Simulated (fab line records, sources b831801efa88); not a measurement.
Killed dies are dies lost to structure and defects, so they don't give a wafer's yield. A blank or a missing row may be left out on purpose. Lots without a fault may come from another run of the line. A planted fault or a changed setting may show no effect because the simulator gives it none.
Which tool did it? | flow gf180mcu | 11 lots, 33 wafers sampled, at 6 steps of a route of 602

WHAT THE GAUGES READ, wafer by wafer
GF_HV_LDD_TW_MEAS_38. Usual: HV_LDD_3_TW 1444, standard deviation 6.7.
lot  | measured     | on            | HV_LDD_3_TW    | flag
L284 | day 11 17:41 | film_metro-02 | 1446 1442 1455 |
L285 | day 12 01:38 | film_metro-03 | 1429 1438 1445 |
L286 | day 12 02:56 | film_metro-04 | 1452 1449 1447 |
L287 | day 12 12:12 | film_metro-03 | 1442 1446 1444 |
L291 | day 13 19:50 | film_metro-02 | 1443 1445 1452 |
L292 | day 14 05:30 | film_metro-04 | 1445 1450 1457 |
L294 | day 15 00:52 | film_metro-04 | 1448 1453 1450 |
L295 | day 15 06:37 | film_metro-02 | 1446 1443 1446 |
L297 | day 15 20:17 | film_metro-04 | 1443 1449 1446 |
L298 | day 16 05:29 | film_metro-03 | 1446 1438 1449 |
L300 | day 16 14:31 | film_metro-02 | 1038 1034 1035 | OFF

GF_CONTACT_THK_MEAS_03. Usual: CONTACT_CVD_02_THK 858 nm, standard deviation 12.
lot  | measured     | on            | CONTACT_CVD_02_THK (nm) | flag
L284 | day 15 07:20 | film_metro-04 | 860 867 881             |
L285 | day 15 15:52 | film_metro-03 | 860 847 867             |
L286 | day 15 20:33 | film_metro-03 | 869 856 891             |
L287 | day 16 05:00 | film_metro-02 | 847 857 856             |
L291 | day 17 17:26 | film_metro-02 | 857 884 862             |
L292 | day 18 02:41 | film_metro-02 | 844 869 850             |
L294 | day 19 01:03 | film_metro-04 | 861 868 843             |
L295 | day 19 08:22 | film_metro-03 | 863 876 867             |
L297 | day 19 22:59 | film_metro-03 | 855 844 857             |
L298 | day 20 10:35 | film_metro-02 | 866 864 879             |

GF_V1_BOW_MEAS_05. Usual: V1_BOW 82 um, standard deviation 8.4.
lot  | measured     | on            | V1_BOW (um) | flag
L284 | day 17 07:59 | film_metro-02 | 64 67 82    |
L285 | day 17 16:16 | film_metro-02 | 78 75 73    |
L286 | day 17 20:20 | film_metro-01 | 95 80 81    |
L287 | day 18 05:26 | film_metro-01 | 80 80 81    |
L291 | day 19 21:32 | film_metro-03 | 85 90 83    |
L292 | day 20 06:47 | film_metro-01 | 98 92 95    |
L294 | day 21 05:33 | film_metro-01 | 76 73 82    |
L295 | day 21 12:03 | film_metro-01 | 75 74 94    |
L297 | day 22 02:41 | film_metro-02 | 78 85 86    |
L298 | day 22 13:20 | film_metro-01 | 84 80 86    |

WHICH TOOL RAN EACH LOT (tool, then ch and the chambers of the sampled wafers, then the start)
lot  | GF_HV_LDD_STRIP_22                   | GF_HV_LDD_STRIP_37                   | GF_M1_SPUTTER_02
L284 | plasma_asher-01 ch 0, day 10 21:40   | plasma_asher-03 ch 1, day 11 17:35   | pvd_sputter-03, day 16 07:26
L285 | plasma_asher-04 ch 0,1, day 11 06:26 | plasma_asher-04 ch 0,1, day 12 01:32 | pvd_sputter-01, day 16 15:44
L286 | plasma_asher-03 ch 1, day 11 07:25   | plasma_asher-04 ch 0,1, day 12 02:49 | pvd_sputter-01, day 16 20:07
L287 | plasma_asher-01 ch 0,1, day 11 16:52 | plasma_asher-03 ch 0,1, day 12 12:07 | pvd_sputter-01, day 17 05:04
L291 | plasma_asher-03 ch 0,1, day 12 23:26 | plasma_asher-04 ch 0,1, day 13 19:44 | pvd_sputter-04, day 18 18:32
L292 | plasma_asher-01 ch 0,1, day 13 08:57 | plasma_asher-03 ch 0,1, day 14 05:25 | pvd_sputter-03, day 19 04:26
L294 | plasma_asher-03 ch 0,1, day 14 03:06 | plasma_asher-04 ch 0,1, day 15 00:46 | pvd_sputter-01, day 20 03:20
L295 | plasma_asher-01 ch 0,1, day 14 08:46 | plasma_asher-01 ch 0,1, day 15 06:31 | pvd_sputter-01, day 20 10:30
L297 | plasma_asher-04 ch 0,1, day 14 21:23 | plasma_asher-04 ch 0,1, day 15 20:11 | pvd_sputter-03, day 21 01:18
L298 | plasma_asher-03 ch 0,1, day 15 06:49 | plasma_asher-03 ch 1, day 16 05:23   | pvd_sputter-03, day 21 12:02
L300 | plasma_asher-01 ch 0,1, day 15 15:50 | plasma_asher-01 ch 0,1, day 16 14:25 | -
- GF_HV_LDD_STRIP_22: strips in O2/N2.
- GF_HV_LDD_STRIP_37: strips in O2/N2.
- GF_M1_SPUTTER_02: material AlCu, target thk 450 nm, time 23.9 s.

WHAT THE TOOLS THEMSELVES READ (means of the sampled wafers that have a number; where no wafer has one, the mark that the record gives instead)
GF_HV_LDD_STRIP_22. Usual: chamber_pressure_mTorr 1499.9 mTorr, standard deviation 1.5; drypump_motor_current_A 5.87 A, standard deviation 0.26; heater_power_w 317 W, standard deviation 28; oes_product_au 0.716 a.u., standard deviation 0.0045; strip_time_to_endpoint_s 12.636 s, standard deviation 0.029.
lot  | tool            | chamber_pressure_mTorr (mTorr) | drypump_motor_current_A (A) | heater_power_w (W) | oes_product_au (a.u.) | strip_time_to_endpoint_s (s) | flag
L284 | plasma_asher-01 | 1499.4                         | 5.81                        | 343                | 0.715                 | 12.608                       |
L285 | plasma_asher-04 | 1498.5                         | 5.64                        | 338                | 0.716                 | 12.631                       |
L286 | plasma_asher-03 | 1499.4                         | 5.75                        | 335                | 0.716                 | 12.613                       |
L287 | plasma_asher-01 | 1500.9                         | 5.80                        | 335                | 0.712                 | 12.664                       |
L291 | plasma_asher-03 | 1500.2                         | 5.98                        | 289                | 0.716                 | 12.647                       |
L292 | plasma_asher-01 | 1498.1                         | 5.85                        | 335                | 0.716                 | 12.611                       |
L294 | plasma_asher-03 | 1500.7                         | 5.98                        | 287                | 0.713                 | 12.684                       |
L295 | plasma_asher-01 | 1501.1                         | 5.83                        | 335                | 0.713                 | 12.623                       |
L297 | plasma_asher-04 | 1499.1                         | 5.96                        | 328                | 0.711                 | 12.604                       |
L298 | plasma_asher-03 | 1501.2                         | 5.87                        | 310                | 0.720                 | 12.618                       |
L300 | plasma_asher-01 | 1501.0                         | 5.83                        | 337                | 0.957                 | -                            | OFF

GF_HV_LDD_STRIP_37. Usual: chamber_pressure_mTorr 1499.9 mTorr, standard deviation 1.4; drypump_motor_current_A 5.9 A, standard deviation 0.31; heater_power_w 320 W, standard deviation 26; oes_product_au 0.716 a.u., standard deviation 0.0041; strip_time_to_endpoint_s 12.633 s, standard deviation 0.03.
lot  | tool            | chamber_pressure_mTorr (mTorr) | drypump_motor_current_A (A) | heater_power_w (W) | oes_product_au (a.u.) | strip_time_to_endpoint_s (s) | flag
L284 | plasma_asher-03 | 1499.5                         | 5.8                         | 325                | 0.711                 | 12.655                       |
L285 | plasma_asher-04 | 1498.5                         | 5.7                         | 333                | 0.721                 | 12.622                       |
L286 | plasma_asher-04 | 1499.1                         | 5.6                         | 338                | 0.720                 | 12.657                       |
L287 | plasma_asher-03 | 1500.4                         | 6.0                         | 291                | 0.719                 | 12.634                       |
L291 | plasma_asher-04 | 1500.7                         | 5.7                         | 336                | 0.714                 | 12.684                       |
L292 | plasma_asher-03 | 1499.5                         | 6.0                         | 284                | 0.718                 | 12.609                       |
L294 | plasma_asher-04 | 1500.1                         | 6.0                         | 328                | 0.714                 | 12.633                       |
L295 | plasma_asher-01 | 1497.5                         | 5.8                         | 337                | 0.714                 | 12.625                       |
L297 | plasma_asher-04 | 1499.1                         | 6.0                         | 321                | 0.720                 | 12.605                       |
L298 | plasma_asher-03 | 1499.7                         | 5.8                         | 327                | 0.714                 | 12.604                       |
L300 | plasma_asher-01 | 1500.4                         | 5.8                         | 336                | 0.716                 | 14.419                       | OFF

GF_M1_SPUTTER_02. Usual: chamber_pressure_pa 0.4001 Pa, standard deviation 0.00089; throttle_valve_pct 30.1 %, standard deviation 1.1.
lot  | tool           | chamber_pressure_pa (Pa) | throttle_valve_pct (%) | flag
L284 | pvd_sputter-03 | 0.3995                   | 29.7                   |
L285 | pvd_sputter-01 | 0.3996                   | 29.6                   |
L286 | pvd_sputter-01 | 0.4004                   | 29.6                   |
L287 | pvd_sputter-01 | 0.3999                   | 30.7                   |
L291 | pvd_sputter-04 | 0.3999                   | 31.0                   |
L292 | pvd_sputter-03 | 0.4000                   | 30.4                   |
L294 | pvd_sputter-01 | 0.3992                   | 30.6                   |
L295 | pvd_sputter-01 | 0.3999                   | 30.7                   |
L297 | pvd_sputter-03 | 0.3999                   | 29.8                   |
L298 | pvd_sputter-03 | 0.4005                   | 30.4                   |

THE ANSWER, worked out from the rows above alone
Rule: a lot is off if the mean of its wafers that have a number lies more than 3 standard deviations from the usual mean. A lot without any number at a reading at which 4 lots or more have one is off too. The other lots that the step has rows for count as sound. The gauges are gone through in route order, then the tools' own readings, and for those a lot's mean is taken as printed above. The first step at which some lot is off is used, and at that step the reading that is off furthest; a lot without a number counts as furthest.
Off: L300, at GF_HV_LDD_TW_MEAS_38 (HV_LDD_3_TW).
A tool fits if, at a process step before that reading, it ran every lot that is off, and no sound lot after the first of them. The gauges at GF_HV_LDD_TW_MEAS_38 aren't tried: what is off there is off at GF_HV_LDD_STRIP_22 too, on other tools, and a gauge's error can't cause that. One fits: plasma_asher-01 at GF_HV_LDD_STRIP_22 and GF_HV_LDD_STRIP_37. At GF_HV_LDD_STRIP_22 its last sound lot is L295 (day 14 08:46), its first lot that is off L300 (day 15 15:50): a fault that began between those two fits.
The tool's own readings at GF_HV_LDD_STRIP_22 bear it out: on the lots that are off they differ by more than 5 times the standard deviation of the sound lots' means. oes_product_au reads 0.957 a.u. there against 0.715 a.u. on the sound lots.
Blank at GF_HV_LDD_STRIP_22 on the lots that are off, where sound lots have numbers: strip_time_to_endpoint_s.

WHAT THE SIMULATOR HAD PUT IN
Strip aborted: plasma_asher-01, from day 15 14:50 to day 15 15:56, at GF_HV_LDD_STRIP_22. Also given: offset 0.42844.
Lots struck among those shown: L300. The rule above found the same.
